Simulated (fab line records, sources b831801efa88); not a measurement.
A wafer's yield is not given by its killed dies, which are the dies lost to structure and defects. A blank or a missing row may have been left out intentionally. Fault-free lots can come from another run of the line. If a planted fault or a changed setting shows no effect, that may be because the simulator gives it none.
Which tool is to blame? || flow sky130 || 10 lots with 30 wafers sampled at 2 steps, on a route of 708 steps

WHAT THE GAUGES READ, wafer by wafer
SKY_METAL1_RS_MEAS_05: a four-point-probe measurement.
{"lot": "L921", "measured": "day 33 01:41", "on": "film_metro-03", "METAL1_ALCU_RS (ohm/sq)": "0.1231 0.1257 0.1263"}
{"lot": "L923", "measured": "day 33 15:33", "on": "film_metro-03", "METAL1_ALCU_RS (ohm/sq)": "0.1254 0.1243 0.1257"}
{"lot": "L924", "measured": "day 33 16:08", "on": "film_metro-02", "METAL1_ALCU_RS (ohm/sq)": "0.1281 0.1247 0.1288"}
{"lot": "L928", "measured": "day 34 17:28", "on": "film_metro-02", "METAL1_ALCU_RS (ohm/sq)": "0.0757 0.0754 0.0756"}
{"lot": "L930", "measured": "day 35 09:55", "on": "film_metro-02", "METAL1_ALCU_RS (ohm/sq)": "0.1280 0.1266 0.1265"}
{"lot": "L931", "measured": "day 35 11:01", "on": "film_metro-03", "METAL1_ALCU_RS (ohm/sq)": "0.1277 0.1284 0.0752"}
{"lot": "L936", "measured": "day 36 03:26", "on": "film_metro-01", "METAL1_ALCU_RS (ohm/sq)": "0.1223 0.1266 0.1228"}
{"lot": "L937", "measured": "day 36 22:36", "on": "film_metro-02", "METAL1_ALCU_RS (ohm/sq)": "0.1237 0.1240 0.1245"}
{"lot": "L941", "measured": "day 38 05:43", "on": "film_metro-02", "METAL1_ALCU_RS (ohm/sq)": "0.1271 0.1272 0.1308"}
{"lot": "L942", "measured": "day 38 07:29", "on": "film_metro-01", "METAL1_ALCU_RS (ohm/sq)": "0.1245 0.1259 0.1254"}

WHICH TOOL RAN EACH LOT (tool, then ch and the chambers of the sampled wafers, then the start)
{"lot": "L921", "SKY_METAL1_SPUTTER_02": "pvd_sputter-02, day 33 01:35"}
{"lot": "L923", "SKY_METAL1_SPUTTER_02": "pvd_sputter-04, day 33 15:26"}
{"lot": "L924", "SKY_METAL1_SPUTTER_02": "pvd_sputter-02, day 33 16:03"}
{"lot": "L928", "SKY_METAL1_SPUTTER_02": "pvd_sputter-02, day 34 17:19"}
{"lot": "L930", "SKY_METAL1_SPUTTER_02": "pvd_sputter-04, day 35 09:48"}
{"lot": "L931", "SKY_METAL1_SPUTTER_02": "pvd_sputter-02, day 35 10:54"}
{"lot": "L936", "SKY_METAL1_SPUTTER_02": "pvd_sputter-01, day 36 03:21"}
{"lot": "L937", "SKY_METAL1_SPUTTER_02": "pvd_sputter-04, day 36 22:29"}
{"lot": "L941", "SKY_METAL1_SPUTTER_02": "pvd_sputter-04, day 38 05:35"}
{"lot": "L942", "SKY_METAL1_SPUTTER_02": "pvd_sputter-04, day 38 07:23"}
- SKY_METAL1_SPUTTER_02: material AlCu, target thk 250 nm, time 13.3 s.

THE ANSWER, worked out from the rows above alone
Rule: what is usual is taken from the lots themselves. Put in order of their means at a reading, lots are off if they are a third of the lots or fewer, leave a main group of 4 or more, and stand apart from it by a gap of 3 or more times the standard deviation of the main group's means; of several such gaps the widest counts. Not used: any main group whose means are identical at the precision the tables above print for the reading. A lot without any number at a reading at which 4 lots or more have one is off too. All remaining lots with rows at the step are treated as sound.
Off: at SKY_METAL1_RS_MEAS_05 (METAL1_ALCU_RS), L928, L931. For the main group the mean is 0.1258 ohm/sq and the standard deviation 0.0015.
A tool fits if, at a process step before that reading, it ran every lot that is off, and no sound lot after the first of them. The gauges at SKY_METAL1_RS_MEAS_05 are tried like those tools. One fits: pvd_sputter-02 at SKY_METAL1_SPUTTER_02. Its last sound lot is L924 (day 33 16:03), its first lot that is off L928 (day 34 17:19): a fault that began between those two fits.

WHAT WAS PUT IN BY THE SIMULATOR
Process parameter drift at SKY_METAL1_SPUTTER_02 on pvd_sputter-02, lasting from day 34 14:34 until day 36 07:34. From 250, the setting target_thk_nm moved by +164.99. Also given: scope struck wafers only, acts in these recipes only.
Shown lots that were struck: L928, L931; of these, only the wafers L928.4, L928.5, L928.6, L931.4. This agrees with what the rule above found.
